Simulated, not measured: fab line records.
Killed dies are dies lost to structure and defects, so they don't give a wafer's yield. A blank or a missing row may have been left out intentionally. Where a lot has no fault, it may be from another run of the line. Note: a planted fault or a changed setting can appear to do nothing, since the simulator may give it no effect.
fab line records    flow gf180mcu
[record] lots = 12  wafers = 36  last-day = 34
route steps=602 shown PSD@256 SAB@264
lots that met no fault: from a run of the same line without faults
start-h: the number of hours between the record's first day and the start of the first shown wafer of the lot    wait-h: how many hours have passed since the lot's step before this one    " identical to the entry in the row above    L1.1+2: a row that stands for several wafers    - no value, or no start was given    * or withheld: withheld    < > ~ a bound
route shown NAME@n: NAME is a module with steps in the file, n the number in the route of the first one    usual: mean and standard deviation over wafers with no fault    same: alike in all rows    chamber/n: place in a boat    sites: readings site by site    _std_site: the values' standard deviation    _edge_site: inner sites' mean taken away from outer sites' mean    radius-mm: how far each site lies from the wafer's centre    mask NAME#n: copy n    behind: the last tool/chamber to shape the wafer    hold: why the lot went on hold/how many hours it stayed there/how the hold came to an end    device: the transistor (n, p or np) that didn't switch    end of line: tests run on the same wafers once the route is complete    step lacking rows: just its recipe    killed: dies lost to structure and defects at the first sort, not the wafer's yield    map: a wafer's dies, x killed, . not, _ none there
set.NAME: the setting that was run; set.NAME@STEP: the one run at that earlier step    model.NAME: the simulator's own value behind a step, which no gauge read
a sample of lots followed through the steps of the route, with each step as a table and each wafer as a row
services: the hour from which a tool's chamber was out of use, counted from the record's first day as start-h (under 0 if before that day), plus the number of hours and why
[[steps]]
[step GF_PSD_OVL_MEAS_08]
[usual] PSD_OVL = 0.1/1.4
lot.wafer  tool        chamber  start-h  wait-h  PSD_OVL[nm]
L894.1     overlay-01  -        320.04   0.1     0.7
L894.2     "           -        "        "       -0.4
L894.3     "           -        "        "       1.9
L895.3     overlay-01  -        324.54   0.1     -0.2
L895.4     "           -        "        "       0.7
L895.6     "           -        "        "       -1.1
L898.2     overlay-01  -        359.74   0.1     0.8
L898.3     "           -        "        "       1.5
L898.6     "           -        "        "       1.5
L899.1     overlay-02  -        362.79   0.1     1.2
L899.4     "           -        "        "       0.6
L899.6     "           -        "        "       0.0
L900.1     overlay-02  -        367.61   0.1     -0.3
L900.3     "           -        "        "       -2.1
L900.5     "           -        "        "       -1.5
L901.1     overlay-01  -        381.71   0.1     0.3
L901.2     "           -        "        "       0.2
L901.3     "           -        "        "       -0.7
L903.4     overlay-02  -        400.05   0.1     1.7
L903.5     "           -        "        "       0.7
L903.6     "           -        "        "       -1.1
L908.3     overlay-01  -        439.25   0.1     -1.7
L908.4     "           -        "        "       0.3
L908.5     "           -        "        "       -0.7
L909.2     overlay-01  -        447.47   0.1     1.8
L909.5     "           -        "        "       1.3
L909.6     "           -        "        "       1.9
L913.2     overlay-02  -        479.74   0.1     -3.5
L913.3     "           -        "        "       -1.8
L913.4     "           -        "        "       -2.0
L915.2     overlay-01  -        497.62   0.1     -2.3
L915.5     "           -        "        "       -0.3
L915.6     "           -        "        "       -0.5
L916.1     overlay-01  -        501.41   0.1     0.1
L916.3     "           -        "        "       0.3
L916.5     "           -        "        "       0.1
[step GF_SAB_CVD_00]
[recipe] material = SiO2  target-thk-nm = 50  precursor = TEOS  temp-c = 400  time-s = 4.9302  rf-w = 600
[usual] heater-power-outer-w = 417/55  heater-power-w = 723/77  rf-fwd-power-W = 588.8/2.5
lot.wafer  tool      chamber  start-h  wait-h  heater-power-outer-w  heater-power-w  rf-fwd-power-W
L894.1     pecvd-02  2        320.76   0.1     385                   675             589.7
L894.2     "         0        "        "       438                   753             588.0
L894.3     "         1        "        "       418                   738             587.9
L895.3     pecvd-02  2        325.25   0.1     376                   639             589.2
L895.4     "         0        "        "       477                   830             590.4
L895.6     "         2        "        "       381                   653             586.8
L898.2     pecvd-02  0        360.50   0.1     490                   835             588.8
L898.3     "         1        "        "       436                   711             589.7
L898.6     "         2        "        "       462                   772             588.5
L899.1     pecvd-01  2        363.50   0.1     480                   766             590.5
L899.4     "         1        "        "       443                   842             586.1
L899.6     "         2        "        "       475                   772             590.6
L900.1     pecvd-01  0        368.34   0.1     429                   744             585.1
L900.3     "         1        "        "       397                   767             587.2
L900.5     "         2        "        "       482                   753             591.7
L901.1     pecvd-01  1        382.43   0.1     455                   825             586.6
L901.2     "         2        "        "       464                   729             589.8
L901.3     "         0        "        "       423                   728             585.2
L903.4     pecvd-04  1        400.76   0.0     318                   610             590.6
L903.5     "         2        "        "       456                   774             587.3
L903.6     "         0        "        "       363                   640             594.0
L908.3     pecvd-04  1        440.00   0.1     352                   668             588.8
L908.4     "         2        "        "       451                   744             594.9
L908.5     "         0        "        "       376                   675             593.3
L909.2     pecvd-04  0        448.19   0.1     380                   654             592.1
L909.5     "         0        "        "       388                   672             594.5
L909.6     "         2        "        "       464                   754             589.0
L913.2     pecvd-02  0        480.45   0.1     457                   785             590.9
L913.3     "         2        "        "       415                   730             587.3
L913.4     "         1        "        "       353                   639             592.2
L915.2     pecvd-02  1        498.33   0.1     378                   673             587.8
L915.5     "         2        "        "       357                   635             588.4
L915.6     "         1        "        "       385                   677             587.6
L916.1     pecvd-02  2        502.13   0.1     400                   691             588.9
L916.3     "         1        "        "       455                   765             589.1
L916.5     "         1        "        "       452                   751             591.1
[step GF_SAB_THK_MEAS_01]
[recipe] reads = SiO2_of_SAB_CVD_00
[usual] SAB_CVD_00_THK = 49.8/0.76
lot.wafer  tool           chamber  start-h  wait-h  SAB_CVD_00_THK[nm]
L894.1     film-metro-01  -        320.78   0.0     48.3
L894.2     "              -        "        "       49.3
L894.3     "              -        "        "       49.1
L895.3     film-metro-01  -        325.29   0.0     48.6
L895.4     "              -        "        "       50.3
L895.6     "              -        "        "       49.6
L898.2     film-metro-01  -        360.53   0.0     50.2
L898.3     "              -        "        "       49.7
L898.6     "              -        "        "       50.2
L899.1     film-metro-02  -        363.52   0.0     49.5
L899.4     "              -        "        "       50.0
L899.6     "              -        "        "       50.4
L900.1     film-metro-01  -        368.36   0.0     48.5
L900.3     "              -        "        "       49.6
L900.5     "              -        "        "       50.6
L901.1     film-metro-04  -        382.45   0.0     48.7
L901.2     "              -        "        "       49.7
L901.3     "              -        "        "       48.6
L903.4     film-metro-02  -        400.80   0.0     49.7
L903.5     "              -        "        "       49.5
L903.6     "              -        "        "       49.8
L908.3     film-metro-01  -        440.04   0.0     49.9
L908.4     "              -        "        "       50.6
L908.5     "              -        "        "       25.3
L909.2     film-metro-01  -        448.22   0.0     26.4
L909.5     "              -        "        "       27.3
L909.6     "              -        "        "       50.8
L913.2     film-metro-04  -        480.48   0.0     50.4
L913.3     "              -        "        "       50.7
L913.4     "              -        "        "       51.1
L915.2     film-metro-01  -        498.36   0.0     50.4
L915.5     "              -        "        "       51.5
L915.6     "              -        "        "       50.8
L916.1     film-metro-04  -        502.15   0.0     49.5
L916.3     "              -        "        "       49.9
L916.5     "              -        "        "       51.0
[step GF_SAB_ETCH_11]
[recipe] chemistry = C4F8/O2/Ar  mask-material = NOVOLAK  target = SiO2  target-depth-nm = 55  source-w = 1500  bias-w = 1200  pressure-mtorr = 40  c4f8-flow-sccm = withheld  O2_flow_sccm = 6  Ar_flow_sccm = 300  time-s = 8.5
[usual] oes-product-au = 1.003/0.017  rf-fwd-power-W = 1473/6.9
[same] time-s = 8.5
lot.wafer  tool         chamber  start-h  wait-h  oes-product-au  rf-fwd-power-W
L894.1     rie-diel-03  2        341.82   0.0     0.993           1476
L894.2     "            1        "        "       1.011           1487
L894.3     "            3        "        "       1.013           1478
L895.3     rie-diel-04  0        346.62   0.0     1.030           1468
L895.4     "            3        "        "       1.011           1461
L895.6     "            0        "        "       1.025           1475
L898.2     rie-diel-03  3        383.47   0.0     1.016           1469
L898.3     "            0        "        "       0.965           1479
L898.6     "            0        "        "       0.964           1476
L899.1     rie-diel-02  0        385.77   0.0     1.019           1460
L899.4     "            3        "        "       1.004           1465
L899.6     "            0        "        "       1.014           1467
L900.1     rie-diel-03  3        391.07   0.0     1.023           1469
L900.3     "            1        "        "       0.997           1472
L900.5     "            1        "        "       1.004           1469
L901.1     rie-diel-03  0        405.11   0.0     0.973           1475
L901.2     "            3        "        "       1.021           1474
L901.3     "            1        "        "       1.007           1473
L903.4     rie-diel-04  3        423.57   0.0     0.989           1465
L903.5     "            2        "        "       0.984           1478
L903.6     "            1        "        "       1.009           1478
L908.3     rie-diel-03  2        464.66   0.0     0.990           1473
L908.4     "            1        "        "       1.005           1479
L908.5     "            0        "        "       0.981           1481
L909.2     rie-diel-04  0        472.51   0.0     1.041           1462
L909.5     "            2        "        "       1.012           1468
L909.6     "            1        "        "       1.017           1480
L913.2     rie-diel-03  3        504.78   0.0     1.024           1468
L913.3     "            1        "        "       1.021           1476
L913.4     "            2        "        "       1.002           1479
L915.2     rie-diel-04  2        521.82   0.0     0.986           1474
L915.5     "            2        "        "       0.988           1478
L915.6     "            1        "        "       1.007           1473
L916.1     rie-diel-03  1        525.46   0.0     1.004           1482
L916.3     "            3        "        "       1.017           1471
L916.5     "            1        "        "       1.013           1477
[step GF_SAB_STRIP_13]
[recipe] chemistry = O2/N2  power-w = 1400  pressure-mtorr = 1500  platen-temp-c = 250  o2-flow-sccm = 3000  n2-flow-sccm = 300  overash-fraction = 0.5
[usual] drypump-motor-current-A = 6.1/0.48  heater-power-w = 325/31  oes-product-au = 0.710/0.0041  platen-temp-c = 250.01/0.19  strip-time-to-endpoint-s = 12.61/0.035
lot.wafer  tool             chamber  start-h  wait-h  drypump-motor-current-A  heater-power-w  oes-product-au  platen-temp-c  rf-hours-counter-h  strip-time-to-endpoint-s
L894.1     plasma-asher-01  0        341.97   0.0     6.8                      360             0.707           249.91         23                  12.62
L894.2     "                1        "        "       5.6                      295             0.713           249.97         23                  12.59
L894.3     "                0        "        "       6.8                      358             0.704           249.88         -                   12.65
L895.3     plasma-asher-04  1        346.81   0.0     6.4                      372             0.711           250.03         -                   12.61
L895.4     "                0        "        "       5.5                      358             0.711           250.12         -                   12.64
L895.6     "                0        "        "       5.5                      342             0.712           249.93         -                   12.65
L898.2     plasma-asher-04  0        383.62   0.0     5.5                      349             0.698           250.04         74                  12.62
L898.3     "                1        "        "       6.4                      361             0.707           250.12         -                   12.63
L898.6     "                0        "        "       5.5                      344             0.712           250.04         -                   12.60
L899.1     plasma-asher-03  0        385.92   0.0     6.0                      320             0.715           250.33         60                  12.58
L899.4     "                1        "        "       5.9                      290             0.708           249.85         -                   12.60
L899.6     "                0        "        "       6.0                      313             0.709           250.30         -                   12.63
L900.1     plasma-asher-04  0        391.23   0.0     5.5                      338             0.710           250.20         75                  12.59
L900.3     "                0        "        "       5.5                      351             0.707           250.25         -                   12.59
L900.5     "                0        "        "       5.5                      348             0.714           250.02         -                   12.61
L901.1     plasma-asher-01  1        405.28   0.0     5.7                      287             0.709           249.92         30                  12.56
L901.2     "                0        "        "       6.8                      358             0.712           250.25         30                  12.55
L901.3     "                0        "        "       6.9                      365             0.704           250.18         -                   12.56
L903.4     plasma-asher-03  0        423.76   0.0     6.0                      315             0.708           249.79         -                   12.66
L903.5     "                1        "        "       5.9                      288             0.716           249.89         -                   12.66
L903.6     "                0        "        "       6.0                      309             0.709           250.23         -                   12.64
L908.3     plasma-asher-01  1        464.98   0.0     5.6                      290             0.713           249.90         -                   12.57
L908.4     "                0        "        "       6.8                      356             0.711           250.06         -                   12.64
L908.5     "                1        "        "       5.6                      291             0.710           250.08         -                   12.61
L909.2     plasma-asher-04  1        472.67   0.0     6.4                      357             0.704           249.81         83                  12.62
L909.5     "                1        "        "       6.4                      361             0.710           249.88         -                   12.63
L909.6     "                0        "        "       5.5                      357             0.707           249.87         -                   12.63
L913.2     plasma-asher-01  1        504.95   0.0     5.7                      285             0.719           249.80         41                  12.55
L913.3     "                1        "        "       5.7                      293             0.712           250.10         -                   12.57
L913.4     "                0        "        "       6.9                      352             0.710           249.88         -                   12.62
L915.2     plasma-asher-01  0        521.98   0.0     6.8                      353             0.715           250.16         43                  12.63
L915.5     "                0        "        "       6.8                      357             0.704           249.74         -                   12.62
L915.6     "                1        "        "       5.7                      285             0.710           249.92         -                   12.61
L916.1     plasma-asher-04  1        525.62   0.0     6.3                      363             0.706           249.61         89                  12.60
L916.3     "                0        "        "       5.5                      345             0.706           250.23         -                   12.54
L916.5     "                1        "        "       6.3                      363             0.710           249.65         -                   12.56
[[services]]
tool             chamber  start-h  hours  kind
rie-diel-03      0        296.82   8.1    repair
rie-diel-02      1        317.16   5.7    repair
rie-diel-02      -        320.04   4.3    pm
rie-diel-02      2        343.72   4.1    repair
plasma-asher-03  -        345.01   2.8    pm
pecvd-04         -        368.88   14.0   pm
pecvd-04         0        368.88   14.0   vent-cycle
pecvd-04         1        368.88   14.0   vent-cycle
pecvd-04         2        368.88   14.0   vent-cycle
pecvd-04         0        382.88   -      clean
pecvd-04         1        382.88   -      clean
pecvd-04         -        385.21   1.3    repair
pecvd-02         0        387.89   4.1    repair
rie-diel-04      -        398.94   2.8    pm
pecvd-01         -        415.39   2.8    pm
pecvd-01         0        423.45   3.4    repair
rie-diel-03      1        426.30   3.5    repair
plasma-asher-01  -        428.40   1.1    repair
plasma-asher-01  -        477.79   1.2    repair
rie-diel-02      1        479.72   9.9    repair
rie-diel-04      1        489.23   11.4   repair
rie-diel-03      1        492.19   8.5    repair
pecvd-02         -        503.18   1.0    repair
rie-diel-02      -        513.92   0.1    repair
[[key]]
[first-sign] step = GF_SAB_THK_MEAS_01  reading = SAB_CVD_00_THK  direction = down  sigmas = 31  usual = 49.8  struck = 26.3
effect none on later readings
met-at GF_SAB_CVD_00
struck-lots L908,L909
struck-wafers L908.5,L909.2,L909.5
tester-left-out L908,L909
not-acting-at GF_PSD_OVL_MEAS_08,GF_SAB_ETCH_11,GF_SAB_STRIP_13
onset-between 400.76 440.00
[fault] kind = process-parameter-drift  tool = pecvd-04  chamber = 0  onset-h = 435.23  steps = GF_SAB_CVD_00  channel = target-thk-nm  offset = -23.83  shape = step  end-h = 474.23  acts-in = these-recipes-only  stated = 50
// tester-left-out: of these lots the tester's yield and bins aren't shown, on N5 and GAA mostly nor the transistor test; their killed dies are dies lost to structure and defects alone, not to doping, threshold or leakage, so they don't give the yield
